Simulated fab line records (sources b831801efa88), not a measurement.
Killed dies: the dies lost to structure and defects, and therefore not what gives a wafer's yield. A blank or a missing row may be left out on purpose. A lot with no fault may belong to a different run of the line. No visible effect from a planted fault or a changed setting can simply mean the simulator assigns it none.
Matching of chambers | flow sky130 | SKY_CAPM_CVD_00 on pecvd-03: 3 sister chambers
The step deposits SiO2, target thk 15.5 nm. 6 wafers are shown with their chamber, then 10 later ones without.

## WAFERS, EACH WITH ITS CHAMBER
wafer  | chamber | heaterPowerW (W)
L081.5 | 1       | 863
L085.3 | 1       | 852
L085.4 | 0       | 657
L085.6 | 2       | 577
L089.1 | 2       | 622
L089.2 | 0       | 621

## WAFERS WITH NO CHAMBER GIVEN
wafer  | heaterPowerW (W)
L089.3 | 766
L091.1 | 794
L091.2 | 540
L091.4 | 795
L092.1 | 854
L092.4 | 616
L092.6 | 865
L097.1 | 564
L097.3 | 594
L097.4 | 824

## WHICH CHAMBER EACH WENT THROUGH
wafer  | from the rows above     | in truth
L089.3 | can't be placed: 1 or 0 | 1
L091.1 | 1                       | 1
L091.2 | can't be placed: 2 or 0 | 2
L091.4 | 1                       | 1
L092.1 | 1                       | 1
L092.4 | can't be placed: 2 or 0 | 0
L092.6 | 1                       | 1
L097.1 | can't be placed: 2 or 0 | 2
L097.3 | can't be placed: 2 or 0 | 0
L097.4 | 1                       | 1
Correctly placed: 5 of 10. From these rows, 5 cannot be placed; in 5 the true chamber is one of the candidates. Wrongly placed: 0.
How it was worked out, from the rows above alone: a wafer's distance from a chamber is the root of the sum, over the readings, of the square of ((its reading less the chamber's mean) divided by the reading's scatter). The wafer belongs to the nearest chamber; if the next one is less than 2 further off, it can't be placed. A chamber's mean is the mean of its shown wafers. The scatter: take each reading less its chamber's mean, square it, sum over the shown wafers, divide by the number of wafers less the number of chambers, and take the root.
